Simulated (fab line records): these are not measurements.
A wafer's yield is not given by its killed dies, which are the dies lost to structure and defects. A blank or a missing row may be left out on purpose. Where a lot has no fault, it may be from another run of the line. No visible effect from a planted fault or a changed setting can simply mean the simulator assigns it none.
What tool caused it? + flow gf180mcu + 12 lots, 36 wafers sampled, at 7 steps of a route of 602

== WHAT EACH GAUGE READ, for each wafer ==
GF_STI_THK_MEAS_04.
| lot  | measured    | on            | STI_CVD_03_THK (nm) |
|------|-------------|---------------|---------------------|
| L207 | day 1 23:34 | film metro-02 | 208.1 207.8 208.9   |
| L208 | day 2 04:34 | film metro-03 | 210.6 208.9 209.0   |
| L211 | day 2 19:34 | film metro-01 | 209.8 209.9 209.7   |
| L216 | day 3 21:20 | film metro-02 | 207.7 209.4 207.2   |
| L217 | day 4 02:41 | film metro-02 | 210.8 209.9 210.7   |
| L219 | day 4 11:34 | film metro-01 | 210.2 209.5 212.2   |
| L220 | day 4 17:18 | film metro-02 | 203.8 203.1 204.5   |
| L224 | day 5 13:08 | film metro-03 | 208.7 210.4 206.9   |
| L225 | day 5 18:34 | film metro-01 | 211.2 211.7 210.3   |
| L226 | day 5 23:25 | film metro-03 | 205.2 205.8 206.0   |
| L227 | day 6 04:02 | film metro-03 | 204.5 206.2 206.9   |
| L228 | day 6 08:34 | film metro-02 | 205.6 206.4 206.1   |

GF_STI_CD_MEAS_12: target cd 220 nm.
| lot  | measured    | on        | cd nm (nm)        |
|------|-------------|-----------|-------------------|
| L207 | day 2 11:05 | cd sem-02 | 219.9 221.0 220.2 |
| L208 | day 2 16:41 | cd sem-02 | 219.9 219.8 220.3 |
| L211 | day 3 07:59 | cd sem-02 | 221.6 221.3 221.7 |
| L216 | day 4 09:58 | cd sem-02 | 220.5 222.1 220.2 |
| L217 | day 4 16:17 | cd sem-02 | 220.8 220.5 221.5 |
| L219 | day 5 01:09 | cd sem-01 | 218.3 219.3 218.7 |
| L220 | day 5 07:26 | cd sem-01 | 222.8 221.9 223.7 |
| L224 | day 6 03:50 | cd sem-02 | 220.6 220.7 220.1 |
| L225 | day 6 09:00 | cd sem-02 | 220.4 221.5 220.9 |
| L226 | day 6 14:20 | cd sem-01 | 219.5 219.8 219.8 |
| L227 | day 6 19:15 | cd sem-02 | 217.9 218.3 217.9 |
| L228 | day 6 23:29 | cd sem-02 | 220.4 220.1 219.4 |

GF_MVSD_OVL_MEAS_07.
| lot  | measured    | on         | MVSD_OVL (nm)  |
|------|-------------|------------|----------------|
| L207 | day 4 21:53 | overlay-02 | 0.5 -0.9 -1.2  |
| L208 | day 5 01:53 | overlay-01 | -2.5 0.8 -1.6  |
| L211 | day 5 20:02 | overlay-01 | -0.7 0.4 -0.6  |
| L216 | day 7 01:56 | overlay-02 | - - -          |
| L217 | day 7 09:11 | overlay-02 | 0.9 2.0 2.7    |
| L219 | day 7 20:50 | overlay-02 | -1.7 -1.7 -1.1 |
| L220 | day 8 01:32 | overlay-01 | -2.6 -3.5 -3.3 |
| L224 | day 9 00:37 | overlay-01 | -0.7 -0.4 1.3  |
| L225 | day 9 08:41 | overlay-01 | -2.4 -3.0 -1.8 |
| L226 | day 9 12:23 | overlay-01 | -1.5 -0.6 -1.4 |
| L227 | day 9 19:14 | overlay-01 | 0.6 -1.5 0.2   |
| L228 | day 9 23:08 | overlay-01 | -0.8 0.7 0.5   |

GF_MVSD_TW_MEAS_11.
| lot  | measured    | on            | MVSD_TW        |
|------|-------------|---------------|----------------|
| L207 | day 4 22:19 | film metro-01 | 1594 1586 1584 |
| L208 | day 5 02:20 | film metro-04 | 1560 1555 1562 |
| L211 | day 5 20:29 | film metro-01 | 1581 1585 1570 |
| L216 | day 7 02:23 | film metro-04 | 30 30 30       |
| L217 | day 7 09:37 | film metro-01 | 1574 1586 1575 |
| L219 | day 7 21:16 | film metro-04 | 1550 1555 1558 |
| L220 | day 8 01:59 | film metro-04 | 1558 1559 1549 |
| L224 | day 9 01:03 | film metro-04 | 1572 1560 1571 |
| L225 | day 9 09:07 | film metro-01 | 1593 1590 1591 |
| L226 | day 9 12:50 | film metro-01 | 1589 1596 1579 |
| L227 | day 9 19:40 | film metro-03 | 1553 1557 1568 |
| L228 | day 9 23:34 | film metro-01 | 1592 1585 1587 |

GF_MVPSD_TW_MEAS_11.
| lot  | measured     | on            | MVPSD_TW       |
|------|--------------|---------------|----------------|
| L207 | day 5 12:37  | film metro-01 | 554 553 552    |
| L208 | day 5 16:32  | film metro-04 | 549 547 549    |
| L211 | day 6 11:37  | film metro-04 | 548 548 548    |
| L216 | day 7 18:08  | film metro-01 | 1601 1603 1592 |
| L217 | day 8 01:55  | film metro-01 | 556 554 554    |
| L219 | day 8 13:22  | film metro-03 | 549 551 551    |
| L220 | day 8 18:34  | film metro-04 | 546 544 544    |
| L224 | day 9 19:19  | film metro-03 | 548 549 547    |
| L225 | day 10 02:28 | film metro-04 | 547 544 547    |
| L226 | day 10 06:49 | film metro-03 | 549 548 546    |
| L227 | day 10 14:08 | film metro-03 | 550 548 549    |
| L228 | day 10 17:22 | film metro-01 | 565 560 562    |

== EACH LOT AND THE TOOL THAT RAN IT (in order: tool; ch and the chambers of the sampled wafers; start) ==
| lot  | GF_STI_STRIP_15                     | GF_MVSD_EXPOSE_04                  |
|------|-------------------------------------|------------------------------------|
| L207 | plasma asher-01 ch 0,1, day 2 11:21 | iline stepper-01 ch 0, day 4 14:41 |
| L208 | plasma asher-01 ch 0,1, day 2 16:58 | iline stepper-01 ch 0, day 4 19:08 |
| L211 | plasma asher-02 ch 0,1, day 3 08:16 | iline stepper-01 ch 0, day 5 12:48 |
| L216 | plasma asher-02 ch 0,1, day 4 10:14 | iline stepper-01 ch 0, day 6 18:19 |
| L217 | plasma asher-01 ch 0,1, day 4 16:34 | iline stepper-02 ch 0, day 7 01:21 |
| L219 | plasma asher-01 ch 0,1, day 5 01:24 | iline stepper-02 ch 0, day 7 12:45 |
| L220 | plasma asher-04 ch 1, day 5 07:42   | iline stepper-01 ch 0, day 7 17:55 |
| L224 | plasma asher-01 ch 0,1, day 6 04:07 | iline stepper-01 ch 0, day 8 16:31 |
| L225 | plasma asher-04 ch 0,1, day 6 09:15 | iline stepper-01 ch 0, day 9 00:17 |
| L226 | plasma asher-01 ch 0,1, day 6 14:36 | iline stepper-02 ch 0, day 9 04:34 |
| L227 | plasma asher-04 ch 0,1, day 6 19:30 | iline stepper-01 ch 0, day 9 10:58 |
| L228 | plasma asher-02 ch 0,1, day 6 23:46 | iline stepper-01 ch 0, day 9 14:17 |
- GF_STI_STRIP_15: strips in O2/N2.
- GF_MVSD_EXPOSE_04: exposes mask MVSD, target cd 1000 nm.

== WHAT THE TOOLS THEMSELVES READ (means of the sampled wafers that have a number; where no wafer has one, the mark that the record gives instead) ==
GF_STI_STRIP_15.
| lot  | tool            | drypump motor current A (A) | heater power w (W) | oes product au (a.u.) | strip time to endpoint s (s) |
|------|-----------------|-----------------------------|--------------------|-----------------------|------------------------------|
| L207 | plasma asher-01 | 6.3                         | 268                | 0.381                 | 3.68                         |
| L208 | plasma asher-01 | 6.1                         | 293                | 0.381                 | 3.71                         |
| L211 | plasma asher-02 | 5.9                         | 385                | 0.384                 | 3.68                         |
| L216 | plasma asher-02 | 5.6                         | 349                | 0.381                 | 3.70                         |
| L217 | plasma asher-01 | 6.3                         | 269                | 0.381                 | 3.69                         |
| L219 | plasma asher-01 | 6.1                         | 300                | 0.384                 | 3.70                         |
| L220 | plasma asher-04 | 6.0                         | 383                | 0.381                 | 3.71                         |
| L224 | plasma asher-01 | 6.1                         | 296                | 0.381                 | 3.71                         |
| L225 | plasma asher-04 | 6.0                         | 346                | 0.382                 | 3.67                         |
| L226 | plasma asher-01 | 6.1                         | 301                | 0.379                 | 3.71                         |
| L227 | plasma asher-04 | 6.0                         | 312                | 0.384                 | 3.74                         |
| L228 | plasma asher-02 | 5.7                         | 346                | 0.373                 | 3.67                         |

GF_MVSD_EXPOSE_04.
| lot  | tool             | focus offset nm (nm) | reticle temp C (C) |
|------|------------------|----------------------|--------------------|
| L207 | iline stepper-01 | 0.4                  | 22.97              |
| L208 | iline stepper-01 | -0.6                 | 22.95              |
| L211 | iline stepper-01 | -0.7                 | 23.02              |
| L216 | iline stepper-01 | -0.1                 | 22.93              |
| L217 | iline stepper-02 | -0.3                 | 22.92              |
| L219 | iline stepper-02 | 0.3                  | 23.11              |
| L220 | iline stepper-01 | 0.6                  | 23.01              |
| L224 | iline stepper-01 | 0.3                  | 22.98              |
| L225 | iline stepper-01 | -0.2                 | 22.93              |
| L226 | iline stepper-02 | 0.4                  | 23.06              |
| L227 | iline stepper-01 | 0.2                  | 22.99              |
| L228 | iline stepper-01 | -0.1                 | 22.93              |

== THE ANSWER, worked out from the rows above alone ==
Rule: the lots themselves supply what counts as usual. The widest of any qualifying gaps counts: lots, ordered by their means at a reading, are off when they make up no more than a third of the lots, leave a main group of 4 or more, and stand apart from it by 3 or more times the standard deviation of that group's means. A main group whose means are all the same, to the digits that the tables above print for the reading, isn't used. A lot without any number at a reading at which 4 lots or more have one is off too. Where the step has rows for the other lots, those lots are counted as sound. First the gauges in route order, then the tools' own readings, where a lot's mean is used as printed above. At the first step where some lot is off, the reading lying furthest off is the one used; lots without a number count as furthest.
Off: L216, at GF_MVSD_OVL_MEAS_07 (MVSD_OVL). Without a number there: L216. The main group: mean -0.8 nm, standard deviation 1.3.
A tool fits if, at a process step before that reading, it ran every lot that is off, and no sound lot after the first of them. Not tried: the gauges at GF_MVSD_OVL_MEAS_07; whatever is off there is also off at GF_MVSD_TW_MEAS_11, on other tools, and gauge error can't account for it. Of those tried, none fits.

== WHAT THE SIMULATOR HAD INSERTED ==
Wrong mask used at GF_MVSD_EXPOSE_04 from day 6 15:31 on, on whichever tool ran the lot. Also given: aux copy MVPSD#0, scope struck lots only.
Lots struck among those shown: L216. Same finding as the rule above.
